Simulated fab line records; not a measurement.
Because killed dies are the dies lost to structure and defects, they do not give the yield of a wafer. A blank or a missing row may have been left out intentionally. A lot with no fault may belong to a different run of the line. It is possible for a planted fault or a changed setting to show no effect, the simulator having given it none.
fab line records	flow sky130
[record] lots = 6	wafers = 18	lastDay = 49
route steps=708 shown LDD_N@247 LDD_P@255 PAD_OPEN@708
lots untouched by any fault: they come from a run of this same line in which no faults occurred
startH: start of the lot's first displayed wafer, in hours after the record's first day	waitH: time in hours since the lot's previous step	" repeats the value in the row above	L1.1+2: several wafers, shown together as one row	- either no value or no given start	* or withheld: withheld	< > ~ a bound
route shown NAME@n: names a module that has steps shown in the file, with the first one's number in the route	usual: mean and standard deviation over wafers with no fault	same: alike in all rows	chamber/n: place in a boat	sites: readings site by site	_std_site: standard deviation of those values	_edge_site: mean of outer sites minus mean of inner sites	radiusMm: for every site, how far away it sits from the centre of the wafer	mask NAME#n: copy n	behind: the tool/chamber that last shaped the wafer	hold: reason for holding the lot/hours on hold/outcome of the hold	device: which transistor (n, p or np) failed to switch	end of line: tests run on the same wafers once the route is complete	a step given without rows: its recipe and nothing more	killed: not the wafer's yield, but the dies lost to structure and defects at the first sort	map: per-die view of a wafer (x killed, . not killed, _ where there is no die)
set.NAME: the setting the step ran with; set.NAME@STEP: the setting that earlier step ran with	model.NAME: the simulator's own value behind a step, which no gauge read
certain route steps with their lots: each step a table, each wafer a row
services: when a tool's chamber went out of use (startH, in hours from the record's first day, below 0 if earlier), for how many hours, and the reason
[[steps]]
[step SKY_LDD_N_IMPLANT_10]
[recipe] species = As	energyKev = 20	doseCm2 = 7.5e+13	tiltDeg = withheld	rotationDeg = 203
[step SKY_LDD_N_IMPLANT_11]
[recipe] species = As	energyKev = 20	doseCm2 = 7.5e+13	tiltDeg = withheld	rotationDeg = 293
[step SKY_LDD_N_IMPLANT_12]
[recipe] species = BF2	energyKev = 50	doseCm2 = 5e+12	tiltDeg = 30	rotationDeg = 0
[step SKY_LDD_N_IMPLANT_13]
[recipe] species = BF2	energyKev = 50	doseCm2 = 5e+12	tiltDeg = 30	rotationDeg = 90
[step SKY_LDD_N_IMPLANT_14]
[recipe] species = BF2	energyKev = 49.63	doseCm2 = 5e+12	tiltDeg = 30	rotationDeg = 180
[step SKY_LDD_N_IMPLANT_15]
[recipe] species = BF2	energyKev = 50	doseCm2 = 5e+12	tiltDeg = 30	rotationDeg = 270
[step SKY_LDD_N_STRIP_16]
[recipe] chemistry = O2/N2	powerW = 1400	pressureMtorr = 1500	platenTempC = withheld	o2FlowSccm = 3000	n2FlowSccm = 300	overashFraction = 0.5
[usual] drypumpMotorCurrentA = 5.64/0.23	n2FlowSccm = 300.0/0.99	oesProductAu = 0.407/0.0043	stripTimeToEndpointS = 4.314/0.014
lot.wafer	tool	chamber	startH	waitH	drypumpMotorCurrentA	n2FlowSccm	oesProductAu	rfHoursCounterH	stripTimeToEndpointS
L703.1	plasmaAsher-04	1	396.97	0.1	5.93	300.4	0.397	75	4.330
L703.5	"	0	"	"	5.65	299.7	0.404	-	4.296
L703.6	"	1	"	"	5.94	300.4	0.408	-	4.326
L704.2	plasmaAsher-04	0	415.97	0.1	5.66	299.4	0.406	76	4.316
L704.3	"	0	"	"	5.67	298.9	0.403	-	4.305
L704.4	"	1	"	"	5.94	301.1	0.409	-	4.293
L715.3	plasmaAsher-03	1	512.85	0.1	5.73	300.3	0.405	-	4.281
L715.4	"	0	"	"	5.29	300.6	0.405	-	4.316
L715.6	"	1	"	"	5.77	300.2	0.403	-	4.305
L717.1	plasmaAsher-03	0	533.37	0.1	5.29	300.5	0.416	69	4.308
L717.4	"	1	"	"	5.77	301.0	0.405	-	4.312
L717.5	"	0	"	"	5.26	300.1	0.406	-	4.319
L718.1	plasmaAsher-03	0	550.40	0.1	5.28	300.5	0.406	71	4.308
L718.2	"	1	"	"	5.75	301.5	0.401	71	4.293
L718.3	"	0	"	"	5.27	300.1	0.413	-	4.297
L721.1	plasmaAsher-03	0	564.26	0.1	5.26	299.9	0.406	72	4.329
L721.5	"	0	"	"	5.28	301.0	0.412	-	4.314
L721.6	"	1	"	"	5.79	301.3	0.413	-	4.316
[step SKY_LDD_N_TW_MEAS_17]
[usual] LDD_N_TW = 2559/18
lot.wafer	tool	chamber	startH	waitH	LDD_N_TW
L703.1	filmMetro-02	-	397.07	0.1	2551
L703.5	"	-	"	"	2560
L703.6	"	-	"	"	2550
L704.2	filmMetro-02	-	416.08	0.1	2535
L704.3	"	-	"	"	2542
L704.4	"	-	"	"	2543
L715.3	filmMetro-03	-	512.94	0.1	2597
L715.4	"	-	"	"	2610
L715.6	"	-	"	"	2585
L717.1	filmMetro-04	-	533.47	0.1	2546
L717.4	"	-	"	"	2551
L717.5	"	-	"	"	2556
L718.1	filmMetro-02	-	550.50	0.1	2544
L718.2	"	-	"	"	2547
L718.3	"	-	"	"	2549
L721.1	filmMetro-03	-	564.37	0.1	2577
L721.5	"	-	"	"	2555
L721.6	"	-	"	"	2566
[step SKY_LDD_P_DEHYDRATE_00]
[recipe] tempC = 200	timeS = 60
[step SKY_LDD_P_HMDS_01]
[recipe] primeTimeS = 60	primeTempC = 120
[step SKY_LDD_P_COAT_02]
[recipe] resist = NOVOLAK	spinRpm = 3000	resistThkNm = 1140
[step SKY_LDD_P_SOFTBAKE_03]
[recipe] tempC = 90	timeS = 60	resist = NOVOLAK
[step SKY_LDD_P_EXPOSE_04]
[recipe] maskId = PSDM	na = 0.6	sourceShape = conventional	sigmaOuter = 0.6	polarization = unpolarized	targetCdNm = 380	doseMj = 138
lot.wafer	tool	chamber	startH	waitH	mask	model.LDD_P.overlayXNm
L703.1+5+6	ilineStepper-01	0	412.25	-	PSDM#0	-1.335
L704.2+3+4	ilineStepper-01	0	430.78	-	PSDM#0	-0.5866
L715.3+4+6	ilineStepper-01	0	528.48	-	PSDM#0	0.8592
L717.1+4+5	ilineStepper-02	0	549.38	-	PSDM#0	0.5382
L718.1+2+3	ilineStepper-01	0	565.66	-	PSDM#0	1.796
L721.1+5+6	ilineStepper-02	0	580.11	-	PSDM#0	0.8709
[step SKY_LDD_P_PEB_05]
[recipe] tempC = withheld	timeS = *	resist = NOVOLAK
[step SKY_PAD_OPEN_PROBE_99]
[usual] killed_at_M0_to_M3 = 42/7.5	killed_at_M4_up = 3.2/1.7	killedAtContacts = 24/5.1	killedAtFrontEnd = 15/4.1	killedAtOther = 0.3/0.58	killedDies = 85/8.9	killedOnRim = 17/3.9	killedOpen = 46/6.4	killedShort = 39/6
[same] grossDies = 492	killedAtBackSide = 0
lot.wafer	tool	chamber	startH	waitH	killed_at_M0_to_M3	killed_at_M4_up	killedAtContacts	killedAtFrontEnd	killedAtOther	killedDies	killedOnRim	killedOpen	killedShort
L703.1	prober-01	-	1071.08	0.1	36	5	41	12	0	94	19	59	35
L703.5	prober-01	-	1071.28	0.2	41	6	14	14	0	75	13	45	30
L703.6	prober-01	-	1071.33	0.2	35	2	24	18	1	80	16	45	35
L704.2	prober-02	-	1086.64	0.1	40	5	24	18	0	87	20	44	43
L704.3	prober-02	-	1086.69	0.2	37	7	20	12	0	76	9	46	30
L704.4	prober-02	-	1086.74	0.2	30	2	24	16	1	73	8	39	34
L715.3	prober-01	-	1151.53	0.2	47	4	19	17	3	90	19	42	45
L715.4	prober-01	-	1151.58	0.2	52	5	15	20	0	92	16	51	41
L715.6	prober-01	-	1151.68	0.2	49	3	21	19	0	92	16	47	44
L717.1	prober-01	-	1161.35	0.1	53	2	23	15	0	93	19	54	39
L717.4	prober-01	-	1161.50	0.2	42	5	27	18	0	92	18	43	49
L717.5	prober-01	-	1161.55	0.2	53	4	20	11	1	89	16	52	37
L718.1	prober-02	-	1171.85	0.1	51	2	23	19	0	95	18	48	47
L718.2	prober-02	-	1171.90	0.1	52	1	32	16	0	101	26	51	50
L718.3	prober-02	-	1171.95	0.2	43	2	14	19	0	78	15	35	43
L721.1	prober-01	-	1177.35	0.1	47	4	26	13	0	90	20	53	37
L721.5	prober-01	-	1177.55	0.2	38	4	16	16	0	74	15	38	36
L721.6	prober-01	-	1177.60	0.2	39	6	16	22	0	83	15	45	38
// killed by level:class
L703.1 CONTACT:geometricParticle:open=24 VIA1:geometricParticle:open=10 VIA2:geometricParticle:open=7 LI_CONTACT:geometricParticle:open=6 METAL2:geometricParticle:short=6 LOCAL_INTERCONNECT:geometricParticle:short=5 CONTACT:geometricParticle:short=4 FIELD_ISO:geometricParticle:short=3
L703.5 VIA3:geometricParticle:open=16 LI_CONTACT:geometricParticle:open=9 VIA2:geometricParticle:open=6 FIELD_ISO:geometricParticle:open=5 METAL1:geometricParticle:short=5 METAL4:geometricParticle:short=5 POLY_GATE:geometricParticle:short=4 VIA1:geometricParticle:open=4
L703.6 CONTACT:geometricParticle:open=9 VIA3:geometricParticle:open=8 VIA1:geometricParticle:open=7 LI_CONTACT:geometricParticle:open=7 VIA2:geometricParticle:open=5 LOCAL_INTERCONNECT:geometricParticle:short=5 FIELD_ISO:geometricParticle:short=4 METAL2:geometricParticle:short=4
L704.2 VIA2:geometricParticle:open=9 CONTACT:geometricParticle:open=9 FIELD_ISO:geometricParticle:open=6 METAL2:geometricParticle:short=6 VIA3:geometricParticle:open=6 VIA2:geometricParticle:short=6 LOCAL_INTERCONNECT:geometricParticle:short=5 CONTACT:geometricParticle:short=5
L704.3 CONTACT:geometricParticle:open=14 VIA1:geometricParticle:open=12 FIELD_ISO:geometricParticle:open=5 METAL2:geometricParticle:short=5 VIA2:geometricParticle:open=5 METAL4:geometricParticle:short=5 FIELD_ISO:geometricParticle:short=4 VIA1:geometricParticle:short=4
L704.4 CONTACT:geometricParticle:open=11 FIELD_ISO:geometricParticle:open=7 LOCAL_INTERCONNECT:geometricParticle:short=7 VIA2:geometricParticle:open=7 VIA1:geometricParticle:open=5 METAL2:geometricParticle:short=4 FIELD_ISO:geometricParticle:short=3 POLY_GATE:geometricParticle:open=3
L715.3 VIA1:geometricParticle:open=9 VIA2:geometricParticle:short=8 METAL1:geometricParticle:short=8 CONTACT:geometricParticle:open=7 FIELD_ISO:geometricParticle:short=6 LI_CONTACT:geometricParticle:open=5 VIA2:geometricParticle:open=5 POLY_GATE:geometricParticle:short=3
L715.4 VIA1:geometricParticle:open=14 VIA3:geometricParticle:open=8 METAL1:geometricParticle:short=7 FIELD_ISO:geometricParticle:open=6 POLY_GATE:geometricParticle:short=6 CONTACT:geometricParticle:open=6 VIA1:geometricParticle:short=5 FIELD_ISO:geometricParticle:short=4
L715.6 VIA1:geometricParticle:open=11 METAL1:geometricParticle:short=11 FIELD_ISO:geometricParticle:short=7 LI_CONTACT:geometricParticle:open=7 CONTACT:geometricParticle:open=7 VIA1:geometricParticle:short=7 VIA3:geometricParticle:open=6 CONTACT:geometricParticle:short=6
L717.1 VIA1:geometricParticle:open=14 VIA3:geometricParticle:open=8 METAL2:geometricParticle:short=8 CONTACT:geometricParticle:open=8 VIA1:geometricParticle:short=8 VIA2:geometricParticle:open=7 FIELD_ISO:geometricParticle:open=5 LI_CONTACT:geometricParticle:open=5
L717.4 CONTACT:geometricParticle:open=10 VIA1:geometricParticle:open=10 VIA1:geometricParticle:short=7 LI_CONTACT:geometricParticle:open=6 VIA3:geometricParticle:short=6 LOCAL_INTERCONNECT:geometricParticle:short=5 METAL1:geometricParticle:short=5 VIA2:geometricParticle:open=5
L717.5 VIA1:geometricParticle:open=15 CONTACT:geometricParticle:open=9 VIA2:geometricParticle:open=8 VIA3:geometricParticle:open=7 VIA1:geometricParticle:short=6 METAL2:geometricParticle:short=5 VIA2:geometricParticle:short=4 METAL4:geometricParticle:short=4
L718.1 VIA1:geometricParticle:open=10 METAL2:geometricParticle:short=9 POLY_GATE:geometricParticle:open=8 CONTACT:geometricParticle:short=7 CONTACT:geometricParticle:open=7 VIA2:geometricParticle:open=7 POLY_GATE:geometricParticle:short=6 METAL1:geometricParticle:short=6
L718.2 VIA1:geometricParticle:open=13 METAL2:geometricParticle:short=10 LI_CONTACT:geometricParticle:open=9 CONTACT:geometricParticle:open=9 CONTACT:geometricParticle:short=8 POLY_GATE:geometricParticle:open=6 METAL1:geometricParticle:short=6 VIA2:geometricParticle:open=6
L718.3 METAL1:geometricParticle:short=9 VIA1:geometricParticle:open=8 VIA2:geometricParticle:open=6 FIELD_ISO:geometricParticle:open=5 POLY_GATE:geometricParticle:short=5 METAL2:geometricParticle:short=5 VIA3:geometricParticle:open=5 CONTACT:geometricParticle:short=4
L721.1 VIA1:geometricParticle:open=13 LI_CONTACT:geometricParticle:open=7 METAL1:geometricParticle:short=7 VIA3:geometricParticle:open=7 CONTACT:geometricParticle:open=6 CONTACT:geometricParticle:short=6 FIELD_ISO:geometricParticle:open=4 VIA1:geometricParticle:short=4
L721.5 METAL2:geometricParticle:short=8 VIA3:geometricParticle:open=7 LI_CONTACT:geometricParticle:open=7 METAL1:geometricParticle:short=6 VIA1:geometricParticle:open=5 VIA2:geometricParticle:open=5 POLY_GATE:geometricParticle:short=5 FIELD_ISO:geometricParticle:open=4
L721.6 VIA1:geometricParticle:open=10 METAL1:geometricParticle:short=7 VIA3:geometricParticle:open=7 FIELD_ISO:geometricParticle:short=6 POLY_GATE:geometricParticle:open=6 POLY_GATE:geometricParticle:short=6 CONTACT:geometricParticle:open=5 LI_CONTACT:geometricParticle:open=4
[[services]]
tool	chamber	startH	hours	kind
ilineStepper-01	0	390.91	-	calibration
ilineStepper-01	-	391.75	2.1	pm
ilineStepper-01	-	393.84	-	consumableReplace:lamp
ilineStepper-02	-	409.68	2.7	repair
plasmaAsher-04	-	421.25	9.0	pm
plasmaAsher-04	0	421.25	9.0	ventCycle
plasmaAsher-04	1	421.25	9.0	ventCycle
ilineStepper-01	-	422.34	2.0	repair
plasmaAsher-04	0	430.25	-	clean
plasmaAsher-04	1	430.25	-	clean
plasmaAsher-04	-	432.81	1.9	repair
plasmaAsher-03	-	447.78	2.5	repair
ilineStepper-01	-	448.95	22.1	repair
ilineStepper-02	0	460.22	-	calibration
ilineStepper-01	-	471.06	8.9	pm
ilineStepper-02	-	562.55	3.8	repair
[[key]]
firstSign none at tools or gauges
[modelEffect] step = SKY_LDD_P_EXPOSE_04	value = LDD_P.overlayXNm	without = -0.6886	struck = 1.328
metAt SKY_LDD_P_EXPOSE_04
struckWafers L715.3,L715.4,L715.6,L718.1,L718.2,L718.3
testerLeftOut L715,L718
onsetBetween 430.78 528.48
[fault] kind = scannerMatchingOverlay	tool = ilineStepper-01	chamber = -	onsetH = 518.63	steps = SKY_LDD_P_EXPOSE_04	offset = 2.0162
// testerLeftOut: of these lots the tester's yield and bins aren't shown, on N5 and GAA mostly nor the transistor test; their killed dies are dies lost to structure and defects alone, not to doping, threshold or leakage, so they don't give the yield
